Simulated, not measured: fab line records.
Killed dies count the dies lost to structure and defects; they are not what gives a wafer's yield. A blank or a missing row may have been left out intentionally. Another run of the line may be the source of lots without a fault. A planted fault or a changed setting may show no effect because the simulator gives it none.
Which tool was responsible?	flow sky130	45 wafers from 15 lots sampled at 4 of the route's 708 steps

WHAT THE GAUGES READ, wafer by wafer
SKY_VT_ADJUST_HVTR_TW_MEAS_11. Usual: for VT_ADJUST_HVTR_TW the level is 211.3 and the standard deviation is 0.91.
lot	measured	on	VT_ADJUST_HVTR_TW	flag
L385	day 9 18:19	film-metro-02	212.0 211.1 212.1	
L386	day 9 23:16	film-metro-03	210.8 212.1 211.0	
L387	day 10 07:22	film-metro-02	211.7 212.2 211.8	
L388	day 10 17:13	film-metro-01	209.9 209.8 210.0	
L389	day 10 20:40	film-metro-01	210.4 210.7 211.1	
L390	day 11 02:46	film-metro-03	210.6 211.6 211.5	
L398	day 13 09:59	film-metro-03	213.4 213.9 212.3	
L399	day 13 19:04	film-metro-02	210.2 209.8 209.3	
L400	day 14 01:06	film-metro-02	211.8 210.0 211.7	
L401	day 14 10:13	film-metro-01	213.2 210.8 211.9	
L403	day 15 03:23	film-metro-02	210.7 211.7 211.6	
L402	day 15 04:07	film-metro-03	212.8 213.7 213.4	
L405	day 15 18:34	film-metro-02	211.8 210.9 211.1	
L406	day 16 10:22	film-metro-01	212.0 210.7 212.1	
L408	day 17 02:00	film-metro-03	212.4 211.5 212.4	

SKY_SONOS_ONO_CD_MEAS_13 targets a cd of 410 nm. Usual: cd-nm reads 410.1 nm (standard deviation 2.3).
lot	measured	on	cd-nm (nm)	flag
L385	day 12 21:54	cd-sem-02	409.9 411.4 410.4	
L386	day 13 05:15	cd-sem-02	407.4 408.6 407.9	
L387	day 13 10:50	cd-sem-02	411.1 408.3 410.0	
L388	day 14 00:22	cd-sem-02	- - -	OFF
L389	day 14 02:45	cd-sem-01	- - -	OFF
L390	day 14 12:39	cd-sem-02	- - -	OFF
L398	day 17 03:07	cd-sem-01	407.7 406.9 410.0	
L399	day 17 12:06	cd-sem-01	412.5 413.8 415.2	
L400	day 17 20:28	cd-sem-02	412.3 412.2 412.7	
L401	day 18 05:13	cd-sem-01	411.9 411.0 410.3	
L403	day 18 22:57	cd-sem-01	407.8 407.3 406.6	
L402	day 18 23:42	cd-sem-02	403.3 406.0 406.2	
L405	day 19 15:51	cd-sem-02	411.8 411.4 413.4	
L406	day 20 11:57	cd-sem-01	408.6 409.7 410.4	
L408	day 21 04:15	cd-sem-02	412.8 412.8 411.6	

WHAT TOOL EACH LOT RAN ON (gives the tool, then ch and the chambers of the sampled wafers, and finally the start)
lot	SKY_VT_ADJUST_LVTN_STRIP_20	SKY_SONOS_ONO_DEVELOP_12
L385	plasma-asher-02 ch 0,1, day 7 22:50	litho-track-01 ch 0, day 12 21:45
L386	plasma-asher-03 ch 0,1, day 8 03:59	litho-track-03 ch 0, day 13 05:07
L387	plasma-asher-04 ch 0, day 8 11:14	litho-track-04 ch 0, day 13 10:41
L388	plasma-asher-04 ch 0,1, day 8 20:48	litho-track-03, day 14 00:13
L389	plasma-asher-04 ch 1, day 8 23:59	litho-track-04, day 14 02:36
L390	plasma-asher-02 ch 0,1, day 9 05:42	litho-track-01, day 14 12:30
L398	plasma-asher-04 ch 0,1, day 11 08:01	litho-track-01 ch 0, day 17 02:59
L399	plasma-asher-03 ch 0,1, day 11 15:40	litho-track-04 ch 0, day 17 11:57
L400	plasma-asher-04 ch 0,1, day 11 22:53	litho-track-03 ch 0, day 17 20:19
L401	plasma-asher-02 ch 0,1, day 12 06:44	litho-track-04 ch 0, day 18 05:05
L403	plasma-asher-02 ch 0,1, day 12 21:46	litho-track-03 ch 0, day 18 22:49
L402	plasma-asher-03 ch 0,1, day 12 23:32	litho-track-01 ch 0, day 18 23:33
L405	plasma-asher-03 ch 0,1, day 13 13:11	litho-track-04 ch 0, day 19 15:42
L406	plasma-asher-02 ch 0,1, day 14 03:35	litho-track-01 ch 0, day 20 11:48
L408	plasma-asher-03 ch 0,1, day 14 18:23	litho-track-01 ch 0, day 21 04:06
- SKY_VT_ADJUST_LVTN_STRIP_20: strips in O2/N2.
- SKY_SONOS_ONO_DEVELOP_12: develop time 60 s.

WHAT THE TOOLS THEMSELVES READ (means of the sampled wafers that have a number; where no wafer has one, the mark that the record gives instead)
SKY_VT_ADJUST_LVTN_STRIP_20. Usual: drypump-motor-current-A 6.0 A, standard deviation 0.42; oes-product-au 0.715 a.u., standard deviation 0.0041; strip-time-to-endpoint-s 14.17 s, standard deviation 0.041.
lot	tool	drypump-motor-current-A (A)	oes-product-au (a.u.)	strip-time-to-endpoint-s (s)	flag
L385	plasma-asher-02	6.0	0.714	14.22	
L386	plasma-asher-03	6.0	0.717	14.16	
L387	plasma-asher-04	6.1	0.720	14.20	
L388	plasma-asher-04	6.2	0.712	14.16	
L389	plasma-asher-04	6.2	0.710	14.16	
L390	plasma-asher-02	6.0	0.715	14.20	
L398	plasma-asher-04	6.2	0.717	14.17	
L399	plasma-asher-03	6.0	0.713	14.13	
L400	plasma-asher-04	6.1	0.716	14.17	
L401	plasma-asher-02	6.0	0.715	14.13	
L403	plasma-asher-02	5.6	0.717	14.24	
L402	plasma-asher-03	6.3	0.711	14.20	
L405	plasma-asher-03	6.3	0.718	14.17	
L406	plasma-asher-02	5.6	0.715	14.16	
L408	plasma-asher-03	6.0	0.719	14.13	

SKY_SONOS_ONO_DEVELOP_12. Usual: chill-plate-temp-C 22.99 C, standard deviation 0.097; resist-line-temp-C 23.00 C, standard deviation 0.1.
lot	tool	chill-plate-temp-C (C)	resist-line-temp-C (C)	flag
L385	litho-track-01	22.96	22.97	
L386	litho-track-03	22.93	22.99	
L387	litho-track-04	23.00	22.92	
L388	litho-track-03	-	-	OFF
L389	litho-track-04	-	-	OFF
L390	litho-track-01	-	-	OFF
L398	litho-track-01	22.98	23.04	
L399	litho-track-04	23.11	22.95	
L400	litho-track-03	22.94	23.01	
L401	litho-track-04	23.03	23.06	
L403	litho-track-03	23.07	22.95	
L402	litho-track-01	23.10	22.96	
L405	litho-track-04	22.89	22.84	
L406	litho-track-01	23.00	23.04	
L408	litho-track-01	22.94	23.13	

THE ANSWER, worked out from the rows above alone
Rule: take the mean of a lot's wafers that have a number; if it is more than 3 standard deviations from the usual mean, the lot is off. A lot without any number at a reading at which 4 lots or more have one is off too. All remaining lots with rows at the step are treated as sound. After the gauges, taken in route order, come the tools' own readings; for these a lot's mean is taken, as printed above. The first step at which some lot is off is used, and at that step the reading that is off furthest; a lot without a number counts as furthest.
Off at SKY_SONOS_ONO_CD_MEAS_13 (cd-nm): L388, L389, L390. Without a number there: L388, L389, L390.
A tool fits if, at a process step before that reading, it ran every lot that is off, and no sound lot after the first of them. The gauges at SKY_SONOS_ONO_CD_MEAS_13 aren't tried: what is off there is off at SKY_SONOS_ONO_DEVELOP_12 too, on other tools, and a gauge's error can't cause that. None of those tried fits.

WHAT THE SIMULATOR PUT IN
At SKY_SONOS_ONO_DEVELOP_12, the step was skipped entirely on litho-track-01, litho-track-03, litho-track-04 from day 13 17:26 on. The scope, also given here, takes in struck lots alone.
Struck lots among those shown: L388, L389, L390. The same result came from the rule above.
